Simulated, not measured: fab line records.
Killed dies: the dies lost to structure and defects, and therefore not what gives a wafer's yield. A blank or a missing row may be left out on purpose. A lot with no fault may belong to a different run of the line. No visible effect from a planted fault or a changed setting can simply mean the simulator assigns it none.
Problem report in the 8D (eight disciplines) form, filled by code ; flow gf180mcu ; the parts of the form that need people (team, actions taken, sign-off) are left out

## 1. THE PROBLEM
Wafers without a fault read 109 s, standard deviation 6.6; timeToEndpointS at GF_CONTACT_CMP_04 reads a mean of 56 s on 3 wafers belonging to 2 lots. Relative to the usual mean, that is a shift of -8.0 standard deviations.
The step: polishes SiO2.
Seen first at day 19 23:14 on cmp-01, wafer L136.4. The record holds 41 wafers of 14 lots with a number at this step. The rule behind "out" and "out of limits": a value lying over 4 standard deviations away from the usual mean. All remaining wafers that have a number are taken as sound.

## 2. WHAT IT IS AND WHAT IT IS NOT
question;is;is not
which readings at this step;timeToEndpointS;motorCurrentA
which lots;L136, L140;L123, L124, L125, L126, L127, L128, L129, L130, L131, L132, L133, L134
which wafers of those lots;L136.1, L136.4, L140.1;L136.3, L140.6
read on which tools;cmp-01;cmp-02
when;from day 19 23:14;"up to then (37 sound wafers); but 1 sound wafer of L140 came after"

## 3. WHAT RULES OUT EACH SUSPECT
Counting: any tool at a process step up to the reading remains a suspect provided it ran every lot that is out. Sound lots after the first of them don't rule it out here, since some wafers of a struck lot are sound.
- cmp-01 at GF_CONTACT_CMP_04 (polishes SiO2): kept. Every lot that is out went through it, the first being L136 (day 19 23:14); the last sound lot it ran before that was L134 (day 19 10:22). Out on those wafers are its own readings of timeToEndpointS.
Remaining after the count: cmp-01 at GF_CONTACT_CMP_04.

## 4. THE CAUSE (what the simulator had put in)
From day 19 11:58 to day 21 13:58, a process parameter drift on cmp-01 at GF_CONTACT_CMP_04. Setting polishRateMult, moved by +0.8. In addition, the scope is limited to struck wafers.
This tool alone remained once counting was done.

## 5. SEQUENCE OF EFFECTS, ordered by route
Rows list readings where the struck wafers' mean (over those with a number) sits beyond 3 standard deviations from the usual. Only readings for which the record gives a usual standard deviation are gone through. hours: the time from each lot's start at the first step in this table that gives one to its start at this step, as a median over the lots. sigmas: the change in usual standard deviations.
hours;step;reading;usual;on struck wafers;change;sigmas
0;GF_CONTACT_CMP_04;timeToEndpointS;109 s;56;-53;-8.0
The process steps in it:
- GF_CONTACT_CMP_04: polishes SiO2.

## 6. HOW IT WOULD HAVE BEEN CAUGHT EARLIER
11 hours passed between the start of the fault at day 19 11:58 and the first reading out of limits in this record, taken at day 19 23:14.
